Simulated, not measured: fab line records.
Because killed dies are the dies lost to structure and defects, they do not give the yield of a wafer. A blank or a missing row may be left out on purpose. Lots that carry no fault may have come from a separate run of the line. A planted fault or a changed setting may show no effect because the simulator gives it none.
The tool behind it: which one?	flow sky130	6 lots, 18 wafers sampled, at 4 steps of a route of 708

## WHAT THE GAUGES SHOWED, per wafer
SKY_VIA2_THK_MEAS_01.
lot	measured	on	VIA2_HDPCVD_THK (nm)
L651	day 36 06:05	film metro-02	1195 1182 1187
L654	day 37 04:53	film metro-04	1184 1184 1190
L657	day 38 03:59	film metro-02	1166 1172 1190
L659	day 39 03:58	film metro-02	1180 1173 1176
L661	day 39 09:59	film metro-04	1175 1180 1184
L670	day 41 16:29	film metro-03	1158 2166 2181

## EACH LOT AND THE TOOL THAT RAN IT (in order: tool; ch and the chambers of the sampled wafers; start)
lot	SKY_METAL1_SPUTTER_03	SKY_METAL1_SPUTTER_04	SKY_VIA2_HDPCVD_00
L651	pvd sputter-01, day 32 17:12	pvd sputter-01, day 32 17:13	hdpcvd-01 ch 1,2, day 36 05:57
L654	pvd sputter-03, day 33 17:02	pvd sputter-03, day 33 17:03	hdpcvd-01 ch 0,1,2, day 37 04:48
L657	pvd sputter-02, day 34 18:27	pvd sputter-02, day 34 18:28	hdpcvd-02 ch 0,1,2, day 38 03:52
L659	pvd sputter-03, day 35 17:08	pvd sputter-03, day 35 17:08	hdpcvd-01 ch 1,2, day 39 03:49
L661	pvd sputter-02, day 36 00:39	pvd sputter-02, day 36 00:40	hdpcvd-01 ch 0,1, day 39 09:52
L670	pvd sputter-01, day 38 11:01	pvd sputter-01, day 38 11:02	hdpcvd-02 ch 0,2, day 41 16:21
- SKY_METAL1_SPUTTER_03: material Ti, target thk 5 nm, time 3.3 s.
- SKY_METAL1_SPUTTER_04: material TiN, target thk 70 nm, time 58.3 s.
- SKY_VIA2_HDPCVD_00: deposits SiO2, target thk 1180 nm, time 196.7 s.

## THE ANSWER, worked out from the rows above alone
Rule: what is usual is taken from the lots themselves. The widest of any qualifying gaps counts: lots, ordered by their means at a reading, are off when they make up no more than a third of the lots, leave a main group of 4 or more, and stand apart from it by 3 or more times the standard deviation of that group's means. A main group whose means are all the same, to the digits that the tables above print for the reading, isn't used. Also off: a lot with no number at a reading for which 4 or more lots have one. Where the step has rows for the other lots, those lots are counted as sound.
Off: L670, at SKY_VIA2_THK_MEAS_01 (VIA2_HDPCVD_THK). Mean 1181 nm and standard deviation 4.9 in the main group.
If a tool, at a process step before that reading, ran all the lots that are off and no sound lot after the first of them, it fits. The gauges at SKY_VIA2_THK_MEAS_01 are tried like those tools. Can't be told from this: 3 tools fit, pvd sputter-01 at SKY_METAL1_SPUTTER_03 and SKY_METAL1_SPUTTER_04, hdpcvd-02 at SKY_VIA2_HDPCVD_00, film metro-03 at SKY_VIA2_THK_MEAS_01.

## WHAT WAS PUT IN BY THE SIMULATOR
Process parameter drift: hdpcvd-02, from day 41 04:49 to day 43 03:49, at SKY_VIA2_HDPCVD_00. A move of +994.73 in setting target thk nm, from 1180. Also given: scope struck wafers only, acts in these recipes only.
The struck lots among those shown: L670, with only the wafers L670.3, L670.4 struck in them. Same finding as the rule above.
